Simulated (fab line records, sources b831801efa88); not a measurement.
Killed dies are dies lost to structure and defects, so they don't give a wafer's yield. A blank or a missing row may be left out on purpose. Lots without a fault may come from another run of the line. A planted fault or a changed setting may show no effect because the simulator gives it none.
Chamber matching | flow gf180mcu | GF_V2_CMP_26 on cmp-01: 4 sister chambers
The step polishes, stops on SiO2, t overpolish 15 s, target thk 0 nm. 27 wafers are shown with their chamber, then 12 later ones without.

WAFERS WITH THEIR CHAMBER
wafer  | chamber | motor_current_A (A) | time_to_endpoint_s (s) | retaining_ring_pressure_frac
L074.1 | 1       | 11.0                | 83                     | 1.013
L074.5 | 0       | 11.9                | 90                     | 1.011
L074.6 | 3       | 10.7                | 86                     | 1.007
L075.1 | 3       | 10.8                | 83                     | 0.999
L075.3 | 2       | 10.4                | 85                     | 1.001
L075.4 | 0       | 11.8                | 87                     | 1.001
L079.1 | 0       | 11.7                | 89                     | 1.009
L079.2 | 2       | 10.8                | 86                     | 1.002
L079.3 | 3       | 10.8                | 83                     | 1.007
L081.1 | 2       | 10.8                | 90                     | 1.001
L081.3 | 3       | 10.8                | 87                     | 0.996
L081.4 | 0       | 11.5                | 91                     | 0.998
L084.1 | 1       | 11.2                | 86                     | 0.996
L084.3 | 3       | 10.7                | 87                     | 1.000
L084.4 | 0       | 11.6                | 86                     | 0.998
L085.1 | 2       | 10.3                | 88                     | 1.001
L085.5 | 3       | 11.3                | 88                     | 0.990
L085.6 | 2       | 10.6                | 82                     | 1.000
L088.2 | 1       | 11.3                | 86                     | 0.996
L088.3 | 0       | 10.9                | 87                     | 1.002
L088.4 | 3       | 10.5                | 85                     | 1.001
L089.2 | 2       | 10.5                | 88                     | 0.997
L089.3 | 3       | 10.8                | 90                     | 1.006
L089.4 | 0       | 11.3                | 91                     | 1.001
L090.1 | 1       | 11.3                | 85                     | 0.997
L090.2 | 3       | 10.6                | 82                     | 0.991
L090.5 | 0       | 11.7                | 86                     | 0.997

SIGNATURES (means of the wafers above)
reading                      | chamber 0 | chamber 1 | chamber 2 | chamber 3 | scatter within a chamber
motor_current_A              | 11.550    | 11.200    | 10.567    | 10.778    | 0.246
time_to_endpoint_s           | 88.38     | 85.00     | 86.50     | 85.67     | 2.41
retaining_ring_pressure_frac | 1.00212   | 1.00050   | 1.00033   | 0.99967   | 0.00569
Rule: a wafer's distance from a chamber is the root of the sum, over the readings, of the square of ((its reading less the chamber's mean) divided by the reading's scatter). The wafer belongs to the nearest chamber; if the next one is less than 2 further off, it can't be placed. The scatter: the root of (the sum of the squares of (reading less its chamber's mean) over the shown wafers, divided by (wafers less chambers)).

WAFERS WITHOUT THEIR CHAMBER
wafer  | motor_current_A (A) | time_to_endpoint_s (s) | retaining_ring_pressure_frac
L093.1 | 11.0                | 90                     | 1.000
L093.4 | 11.0                | 88                     | 1.002
L093.6 | 10.1                | 87                     | 0.997
L094.1 | 11.5                | 90                     | 0.995
L094.2 | 10.5                | 88                     | 1.000
L094.3 | 10.8                | 89                     | 1.009
L096.4 | 10.5                | 89                     | 1.002
L096.5 | 11.1                | 93                     | 0.999
L096.6 | 11.0                | 90                     | 0.995
L097.2 | 10.4                | 88                     | 1.001
L097.4 | 11.7                | 89                     | 1.003
L097.6 | 10.8                | 93                     | 0.997

WHICH CHAMBER EACH WENT THROUGH
wafer  | from the rows above               | in truth
L093.1 | can't be placed: 3 or 1 or 2 or 0 | 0
L093.4 | can't be placed: 3 or 1 or 2 or 0 | 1
L093.6 | can't be placed: 2 or 3           | 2
L094.1 | can't be placed: 0 or 1           | 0
L094.2 | can't be placed: 2 or 3           | 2
L094.3 | can't be placed: 2 or 3 or 1 or 0 | 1
L096.4 | can't be placed: 2 or 3           | 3
L096.5 | can't be placed: 0 or 3 or 1 or 2 | 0
L096.6 | can't be placed: 3 or 1 or 2 or 0 | 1
L097.2 | can't be placed: 2 or 3           | 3
L097.4 | can't be placed: 0 or 1           | 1
L097.6 | can't be placed: 2 or 3 or 0 or 1 | 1
Placed correctly: 0 of 12. Can't be placed from these rows: 12 (the true chamber is among the candidates in 12). Placed wrongly: 0.
